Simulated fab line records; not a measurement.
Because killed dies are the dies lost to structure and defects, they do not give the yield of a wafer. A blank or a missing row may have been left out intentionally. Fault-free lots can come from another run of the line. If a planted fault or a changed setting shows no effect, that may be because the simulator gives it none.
The tool behind it: which one?	flow sky130	72 wafers from 24 lots sampled at 5 of the route's 708 steps

== WHAT THE GAUGES SHOWED, per wafer ==
SKY_CONTACT_THK_MEAS_03. Usual: for CONTACT_HDPCVD_THK the level is 564 nm and the standard deviation is 6.1.
lot	measured	on	CONTACT_HDPCVD_THK (nm)	flag
L074	day 30 02:16	film_metro-01	562 566 566	
L075	day 30 19:23	film_metro-03	568 573 575	
L076	day 31 01:32	film_metro-03	564 561 561	
L077	day 31 06:47	film_metro-03	569 559 570	
L078	day 31 10:49	film_metro-01	567 560 565	
L079	day 31 19:28	film_metro-02	572 562 556	
L080	day 32 14:07	film_metro-01	565 555 556	
L081	day 33 04:18	film_metro-02	557 561 566	
L082	day 34 00:13	film_metro-01	566 565 564	
L083	day 34 04:59	film_metro-02	573 565 561	
L085	day 34 09:55	film_metro-03	564 562 564	
L084	day 34 11:04	film_metro-02	566 567 564	
L086	day 34 15:28	film_metro-03	562 559 556	
L088	day 35 05:06	film_metro-02	566 566 572	
L087	day 35 11:51	film_metro-01	557 555 561	
L090	day 36 01:52	film_metro-03	571 562 565	
L089	day 36 02:10	film_metro-03	564 564 552	
L091	day 36 11:52	film_metro-02	561 560 548	
L092	day 36 12:53	film_metro-03	568 563 570	
L093	day 36 13:51	film_metro-02	561 564 566	
L095	day 37 00:41	film_metro-02	556 555 558	
L094	day 37 01:39	film_metro-01	575 571 564	
L096	day 37 10:05	film_metro-03	557 563 559	
L097	day 37 15:20	film_metro-01	578 568 570	

SKY_CONTACT_RS_MEAS_25: measurement is done with a four-point probe. Usual: for CONTACT_W_RS the level is 0.338 ohm/sq and the standard deviation is 0.0031.
lot	measured	on	CONTACT_W_RS (ohm/sq)	flag
L074	day 31 07:39	film_metro-01	0.333 0.339 0.335	
L075	day 32 00:47	film_metro-03	0.337 0.335 0.337	
L076	day 32 06:07	film_metro-02	0.336 0.337 0.341	
L077	day 32 12:21	film_metro-02	0.336 0.339 0.343	
L078	day 32 15:55	film_metro-01	0.336 0.341 0.336	
L079	day 33 00:31	film_metro-02	0.336 0.336 0.336	
L080	day 33 18:10	film_metro-03	0.340 0.339 0.334	
L081	day 34 08:28	film_metro-01	0.339 0.345 0.340	
L082	day 35 04:28	film_metro-02	0.334 0.332 0.340	
L083	day 35 08:18	film_metro-02	0.336 0.339 0.342	
L085	day 35 12:59	film_metro-02	0.338 0.340 0.338	
L084	day 35 15:03	film_metro-02	0.342 0.337 0.343	
L086	day 35 18:47	film_metro-02	0.337 0.334 0.335	
L088	day 36 08:05	film_metro-03	0.338 0.339 0.338	
L087	day 36 14:52	film_metro-02	0.339 0.339 0.342	
L090	day 37 05:02	film_metro-01	0.337 0.337 0.339	
L089	day 37 05:23	film_metro-03	0.338 0.338 0.338	
L091	day 37 15:21	film_metro-02	0.341 0.341 0.339	
L092	day 37 16:38	film_metro-02	0.337 0.332 0.340	
L093	day 37 18:09	film_metro-03	0.334 0.336 0.334	
L095	day 38 04:25	film_metro-01	0.340 0.336 0.336	
L094	day 38 05:26	film_metro-02	0.335 0.341 0.334	
L096	day 38 14:01	film_metro-02	0.333 0.339 0.335	
L097	day 38 18:22	film_metro-02	0.342 0.335 0.338	

SKY_CAP2M_THK_MEAS_01. Usual: for CAP2M_CVD_00_THK the level is 15.45 nm and the standard deviation is 0.21.
lot	measured	on	CAP2M_CVD_00_THK (nm)	flag
L074	day 39 09:43	film_metro-02	15.51 15.42 15.63	
L075	day 40 02:25	film_metro-02	14.96 15.28 15.47	
L076	day 40 05:50	film_metro-02	15.30 15.08 15.29	
L077	day 40 10:39	film_metro-04	15.33 15.19 15.45	
L078	day 40 15:15	film_metro-03	15.52 15.54 15.70	
L079	day 41 01:05	film_metro-02	15.41 15.57 15.76	
L080	day 41 13:55	film_metro-04	15.17 15.10 15.28	
L081	day 42 02:29	film_metro-04	15.36 15.51 15.56	
L082	day 42 21:56	film_metro-04	15.19 15.84 15.71	
L083	day 43 01:39	film_metro-02	15.97 15.43 15.92	
L085	day 43 07:15	film_metro-02	15.12 15.54 15.30	
L084	day 43 07:16	film_metro-04	15.16 15.84 15.37	
L086	day 43 10:27	film_metro-03	15.00 15.26 15.58	
L088	day 43 21:13	film_metro-04	15.50 15.49 15.46	
L087	day 44 05:27	film_metro-02	15.14 15.17 15.27	
L090	day 44 15:27	film_metro-04	15.64 15.46 15.73	
L089	day 44 17:08	film_metro-03	15.41 15.56 15.61	
L091	day 44 23:16	film_metro-04	15.13 15.42 15.45	
L092	day 45 00:37	film_metro-04	15.47 15.69 15.83	
L093	day 45 04:12	film_metro-03	15.29 15.74 15.76	
L095	day 45 09:39	film_metro-03	15.31 15.45 15.56	
L094	day 45 12:24	film_metro-04	15.34 15.61 15.81	
L096	day 45 19:16	film_metro-04	15.53 15.40 15.70	
L097	day 45 20:20	film_metro-02	15.11 15.08 15.41	

== WHAT TOOL EACH LOT RAN ON (gives the tool, then ch and the chambers of the sampled wafers, and finally the start) ==
lot	SKY_CONTACT_ETCH_16	SKY_METAL2_DESCUM_17
L074	rie_diel-04 ch 0,1,2, day 31 06:43	rie_metal-01 ch 0,1, day 34 20:42
L075	rie_diel-04 ch 1,3, day 31 23:43	rie_metal-01 ch 0,1, day 35 11:26
L076	rie_diel-03 ch 0,1,3, day 32 04:52	rie_metal-01 ch 0,1, day 35 17:03
L077	rie_diel-03 ch 0,2, day 32 10:58	rie_metal-01 ch 0,1, day 35 23:13
L078	rie_diel-01 ch 1,2,3, day 32 14:35	rie_metal-01 ch 0,1, day 36 02:15
L079	rie_diel-04 ch 0,2,3, day 32 23:37	rie_metal-03 ch 0, day 36 12:35
L080	rie_diel-04 ch 0,2,3, day 33 17:16	rie_metal-01 ch 0, day 37 04:21
L081	rie_diel-04 ch 1,3, day 34 07:31	rie_metal-02 ch 0,1, day 37 17:55
L082	rie_diel-03 ch 1,2, day 35 03:34	rie_metal-01 ch 0, day 38 14:48
L083	rie_diel-03 ch 0,1,2, day 35 07:22	rie_metal-02 ch 1, day 38 19:00
L085	rie_diel-03 ch 0,1, day 35 12:04	rie_metal-03 ch 1, day 38 23:25
L084	rie_diel-04 ch 0,1, day 35 14:05	rie_metal-02 ch 0,1, day 39 00:35
L086	rie_diel-04 ch 0,1,2, day 35 17:52	rie_metal-03 ch 1, day 39 03:44
L088	rie_diel-01 ch 0,2,3, day 36 07:08	rie_metal-03 ch 0,1, day 39 16:54
L087	rie_diel-01 ch 2,3, day 36 13:58	rie_metal-02 ch 0,1, day 40 00:25
L090	rie_diel-04 ch 1,2,3, day 37 04:08	rie_metal-03 ch 0,1, day 40 12:05
L089	rie_diel-01 ch 1,2,3, day 37 04:29	rie_metal-02 ch 0,1, day 40 12:54
L091	rie_diel-01 ch 1,2, day 37 14:23	rie_metal-02 ch 0,1, day 40 21:35
L092	rie_diel-01 ch 0,1,2, day 37 15:38	rie_metal-03 ch 0,1, day 40 22:21
L093	rie_diel-04 ch 0,1, day 37 17:10	rie_metal-01 ch 0,1, day 41 01:39
L095	rie_diel-04 ch 0,2, day 38 03:31	rie_metal-02 ch 0,1, day 41 10:32
L094	rie_diel-01 ch 0,2,3, day 38 04:29	rie_metal-03 ch 0,1, day 41 12:21
L096	rie_diel-04 ch 0,1,3, day 38 13:07	rie_metal-01 ch 0, day 41 19:02
L097	rie_diel-03 ch 1,2,3, day 38 17:28	rie_metal-01 ch 0, day 41 21:33
- SKY_CONTACT_ETCH_16: etches BARC in N2/H2, stops on SiO2, time 45.9 s, target depth 60 nm.
- SKY_METAL2_DESCUM_17: chemistry O2, time 8 s.

== AS READ BY THE TOOLS THEMSELVES (means over the sampled wafers that have a number; for cases with no such wafer, the mark the record gives instead) ==
SKY_CONTACT_ETCH_16. Usual: drypump_motor_current_A 5.5 A, standard deviation 0.44; oes_product_au 0.855 a.u., standard deviation 0.005; throttle_valve_pct 13.224 %, standard deviation 0.0092.
lot	tool	drypump_motor_current_A (A)	oes_product_au (a.u.)	throttle_valve_pct (%)	flag
L074	rie_diel-04	5.3	0.855	13.229	
L075	rie_diel-04	5.8	0.854	13.223	
L076	rie_diel-03	5.8	0.854	13.226	
L077	rie_diel-03	5.9	0.853	13.232	
L078	rie_diel-01	5.5	0.853	13.224	
L079	rie_diel-04	5.2	0.853	13.225	
L080	rie_diel-04	5.3	0.858	13.225	
L081	rie_diel-04	5.8	0.858	13.228	
L082	rie_diel-03	5.2	0.855	13.223	
L083	rie_diel-03	5.6	0.858	13.219	
L085	rie_diel-03	6.1	0.859	13.228	
L084	rie_diel-04	5.4	0.855	13.223	
L086	rie_diel-04	5.2	0.859	13.213	
L088	rie_diel-01	5.5	0.854	13.217	
L087	rie_diel-01	5.4	0.855	13.225	
L090	rie_diel-04	5.6	0.856	13.210	
L089	rie_diel-01	5.5	0.851	13.219	
L091	rie_diel-01	5.6	0.862	13.225	
L092	rie_diel-01	5.6	0.858	13.225	
L093	rie_diel-04	5.4	0.854	13.220	
L095	rie_diel-04	4.9	0.854	13.229	
L094	rie_diel-01	5.5	0.853	13.222	
L096	rie_diel-04	5.4	0.861	13.221	
L097	rie_diel-03	5.3	0.855	13.220	

SKY_METAL2_DESCUM_17. Usual: drypump_motor_current_A 5.89 A, standard deviation 0.17; oes_product_au 1.000 a.u., standard deviation 0.0094.
lot	tool	drypump_motor_current_A (A)	oes_product_au (a.u.)	flag
L074	rie_metal-01	5.93	1.004	
L075	rie_metal-01	5.84	1.007	
L076	rie_metal-01	5.93	1.013	
L077	rie_metal-01	5.83	0.998	
L078	rie_metal-01	5.92	0.999	
L079	rie_metal-03	5.77	0.999	
L080	rie_metal-01	6.05	1.004	
L081	rie_metal-02	5.97	0.993	
L082	rie_metal-01	6.03	1.000	
L083	rie_metal-02	5.85	0.978	
L085	rie_metal-03	5.70	0.992	
L084	rie_metal-02	6.08	1.009	
L086	rie_metal-03	5.72	1.004	
L088	rie_metal-03	5.73	0.999	
L087	rie_metal-02	6.08	1.000	
L090	rie_metal-03	5.72	0.998	
L089	rie_metal-02	5.97	0.991	
L091	rie_metal-02	6.07	1.001	
L092	rie_metal-03	5.74	1.005	
L093	rie_metal-01	5.83	1.006	
L095	rie_metal-02	5.95	0.989	
L094	rie_metal-03	5.75	1.002	
L096	rie_metal-01	6.00	1.006	
L097	rie_metal-01	6.03	1.007	

== THE ANSWER, worked out from the rows above alone ==
Rule: a lot counts as off when the mean over its wafers that have a number is more than 3 standard deviations away from the usual mean. A lot without any number at a reading at which 4 lots or more have one is off too. All remaining lots with rows at the step are treated as sound. The gauges are gone through in route order, then the tools' own readings, and for those a lot's mean is taken as printed above. The first step at which some lot is off is used, and at that step the reading that is off furthest; a lot without a number counts as furthest.
No lot is off at any reading shown: from this, nothing can be told.

== WHAT HAD BEEN PUT IN BY THE SIMULATOR ==
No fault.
